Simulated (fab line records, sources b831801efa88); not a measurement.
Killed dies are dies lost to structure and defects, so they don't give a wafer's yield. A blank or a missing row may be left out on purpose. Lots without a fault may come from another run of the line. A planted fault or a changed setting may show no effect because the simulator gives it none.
A struck lot beside a sound one | flow sfq_line | 42 steps out of a route of 325
Sound: wafers L455.2, L455.3, L455.5. Struck: wafers L459.2, L459.3. (L459.1 of the same lot was not struck and is left out.) The cause comes at the end.
At each step with rows: each side's tool, then ch and its chambers, then its first start. Under that, the readings that differ: sound wafers | struck wafers | difference of the means | sigmas: that difference in standard deviations of wafers without a fault.
alike: readings whose means differ by less than 2 such deviations, and words and numbers that are the same on both sides. not compared: withheld readings, readings that some wafer has no value for, bounds like >300 that may hide the same value, and numbers for which the record gives no deviation and whose values overlap.
The two part at a step that has a row with sigmas, a row that says differs or no value, or rows on one side only. Numbers that don't overlap but have no deviation are shown without sigmas and don't part them. A reading that every wafer of one side lacks parts them only if that side has two wafers or more.

first, 6 steps without rows for these wafers: SFQ_TRILAYER_M4_LITHO_COAT_098 (resist thk 62 nm); SFQ_TRILAYER_M4_LITHO_COAT_093 (resist thk 600 nm); SFQ_TRILAYER_M4_LITHO_SOFTBAKE_097; SFQ_TRILAYER_M4_LITHO_EXPOSE_094 (exposes mask M4, target cd 500 nm); SFQ_TRILAYER_M4_LITHO_PEB_096 (peb time 60 s); SFQ_TRILAYER_M4_LITHO_DEVELOP_095 (time 60 s).
SFQ_M4_OVL_MEAS_926:
  sound on overlay-02, day 37 21:23; struck on overlay-02, day 42 21:32
  alike: M4_OVL
then, 2 steps without rows for these wafers: SFQ_TRILAYER_M4_BARC_OPEN_METAL_ETCH_123 (etches BARC in O2, target depth 125 nm, time 41.7 s); SFQ_TRILAYER_M4_ETCH_METAL_ETCH_096 (etches Nb in Cl2/Ar, stops on SiO2, target depth 240 nm, time 120 s).
SFQ_TRILAYER_M4_STRIP_STRIP_097: strips in O2.
  sound on rie_metal-04 ch 0,1, day 37 21:36; struck on rie_metal-03 ch 1, day 42 21:45
  alike: drypump_motor_current_A, oes_product_au
  not compared: rf_hours_counter_h
then, 2 steps without rows for these wafers: SFQ_TRILAYER_M4_STRIP_SOLV_CLEAN_098 (cleans in NMP, time 600 s); SFQ_TRILAYER_I4_DEP_PECVD_099 (deposits SiO2 from SiH4/N2O, time 111.11 s, target thk 500 nm).
-- the record jumps here: 2 days lie between the struck wafers' starts before and after --
SFQ_TRILAYER_I4_CMP_CMP_100: polishes SiO2.
  sound on cmp-01 ch 1,3, day 39 15:41; struck on cmp-01 ch 0,3, day 44 22:20
  reading                                             | sound             | struck    | difference | sigmas
  model.SiO2_of_TRILAYER_I4_DEP_PECVD_099.thk_nm (nm) | 196.8 199.5 199.4 | 178 179.3 | -20        |
  alike: motor_current_A, time_to_endpoint_s
SFQ_I4_BOW_MEAS_927:
  sound on film_metro-03, day 39 18:12; struck on film_metro-04, day 45 02:09
  reading     | sound  | struck | difference                    | sigmas
  I4_BOW (um) | 10 8 4 | - -    | no value on the struck wafers |
SFQ_TRILAYER_I4_METRO_MEASURE_101:
  sound on film_metro-03, day 39 18:30; struck on film_metro-04, day 45 09:57
  reading     | sound             | struck      | difference | sigmas
  thk_nm (nm) | 197.0 199.7 199.3 | 178.0 179.2 | -20.1      | -15
then, 6 steps without rows for these wafers: SFQ_TRILAYER_I4_VIA_LITHO_COAT_108 (resist thk 62 nm); SFQ_TRILAYER_I4_VIA_LITHO_COAT_103 (resist thk 650 nm); SFQ_TRILAYER_I4_VIA_LITHO_SOFTBAKE_107; SFQ_TRILAYER_I4_VIA_LITHO_EXPOSE_104 (exposes mask I4, target cd 700 nm); SFQ_TRILAYER_I4_VIA_LITHO_PEB_106 (peb time 60 s); SFQ_TRILAYER_I4_VIA_LITHO_DEVELOP_105 (time 60 s).
SFQ_I4_OVL_MEAS_928:
  sound on overlay-02, day 39 21:58; struck on overlay-02, day 45 21:55
  alike: I4_OVL
SFQ_TRILAYER_I4_VIA_BARC_OPEN_VIA_ETCH_146: etches BARC in O2, target depth 125 nm, time 41.7 s.
  sound on rie_diel-01 ch 0,1,2, day 39 21:59; struck on rie_diel-03 ch 1,2, day 45 21:58
  alike: bias_w, drypump_motor_current_A, oes_product_au
  not compared: rf_hours_counter_h
SFQ_TRILAYER_I4_VIA_ETCH_VIA_ETCH_106: etches SiO2 in CHF3, stops on Nb, target depth 260 nm.
  sound on rie_diel-01 ch 0,1,2, day 39 22:02; struck on rie_diel-03 ch 1,2, day 45 22:00
  reading                        | sound             | struck      | difference | sigmas
  oes_product_au (a.u.)          | 0.849 0.859 0.849 | 0.798 0.792 | -0.057     | -10
  model.I4.feature_depth_nm (nm) | 196.8 199.5 199.4 | 178 179.3   | -20        |
  model.etch.depth_nm (nm)       | 196.8 199.5 199.4 | 178 179.3   | -20        |
  alike: bias_w, drypump_motor_current_A
then, 3 steps without rows for these wafers: SFQ_TRILAYER_I4_VIA_STRIP_STRIP_107 (strips in O2); SFQ_TRILAYER_I4_VIA_STRIP_SOLV_CLEAN_108 (cleans in NMP, time 600 s); SFQ_TRILAYER_JJ_TRILAYER_DEP_PRE_CLEAN_113 (time 22.5 s).
SFQ_TRILAYER_JJ_TRILAYER_DEP_SPUTTER_109: material Nb, target thk 150 nm, time 100 s.
  sound on pvd_sputter-05, day 39 22:57; struck on pvd_sputter-04, day 45 23:17
  alike: cathode_dc_power_W, throttle_valve_pct
then, 2 steps without rows for these wafers: SFQ_TRILAYER_JJ_TRILAYER_DEP_SPUTTER_110 (material Al, target thk 8 nm, time 10 s); SFQ_TRILAYER_JJ_TRILAYER_DEP_AL_OXIDATION_111 (oxidation time 600 s).
SFQ_TRILAYER_JJ_TRILAYER_DEP_SPUTTER_112: material Nb, target thk 170 nm, time 113.3 s.
  sound on pvd_sputter-05, day 40 00:02; struck on pvd_sputter-04, day 46 00:23
  alike: cathode_dc_power_W, throttle_valve_pct
SFQ_JJ_RS_MEAS_929: measures by four-point-probe.
  sound on film_metro-02, day 40 00:08; struck on film_metro-02, day 46 00:28
  reading           | sound             | struck      | difference | sigmas
  JJ_NB_RS (ohm/sq) | 1.052 1.053 1.052 | 1.023 1.027 | -0.027     | -2
then, 6 steps without rows for these wafers: SFQ_TRILAYER_JJ_CE_LITHO_COAT_119 (resist thk 62 nm); SFQ_TRILAYER_JJ_CE_LITHO_COAT_114 (resist thk 600 nm); SFQ_TRILAYER_JJ_CE_LITHO_SOFTBAKE_118; SFQ_TRILAYER_JJ_CE_LITHO_EXPOSE_115 (exposes mask J5, target cd 700 nm); SFQ_TRILAYER_JJ_CE_LITHO_PEB_117 (peb time 60 s); SFQ_TRILAYER_JJ_CE_LITHO_DEVELOP_116 (time 60 s).
-- the record jumps here: 4 days lie between the struck wafers' starts before and after --
SFQ_JJ_OVL_MEAS_931:
  sound on overlay-02, day 44 19:16; struck on overlay-01, day 50 04:24
  alike: J5_OVL
SFQ_TRILAYER_JJ_CE_METRO_MEASURE_117:
  sound on cd_sem-01, day 44 19:29; struck on cd_sem-01, day 50 04:26
  alike: cd_nm
then, 1 step without rows for these wafers: SFQ_TRILAYER_JJ_CE_BARC_OPEN_RIE_150 (chemistry O2, target BARC, target depth 240 nm, time 80 s).
-- the record jumps here: 5 days lie between the struck wafers' starts before and after --
SFQ_TRILAYER_M5_ETCH_METAL_ETCH_126: etches Nb in Cl2/BCl3, stops on SiO2, time 203.2 s, target depth 265 nm.
  sound on rie_metal-04 ch 1, day 49 17:41; struck on rie_metal-01 ch 0,1, day 55 09:09
  reading                                             | sound             | struck      | difference | sigmas
  model.SiO2_of_TRILAYER_I4_DEP_PECVD_099.thk_nm (nm) | 177.3 180.1 179.8 | 158.2 159.5 | -20.2      |
  alike: bias_w, drypump_motor_current_A, oes_product_au
  not compared: rf_hours_counter_h

WHERE THEY PART
First at SFQ_I4_BOW_MEAS_927; last, within this record, at SFQ_JJ_RS_MEAS_929. Later steps at which nothing parts them and some readings are alike: SFQ_JJ_OVL_MEAS_931, SFQ_TRILAYER_JJ_CE_METRO_MEASURE_117, SFQ_TRILAYER_M5_ETCH_METAL_ETCH_126.

WHY: what the simulator had put in
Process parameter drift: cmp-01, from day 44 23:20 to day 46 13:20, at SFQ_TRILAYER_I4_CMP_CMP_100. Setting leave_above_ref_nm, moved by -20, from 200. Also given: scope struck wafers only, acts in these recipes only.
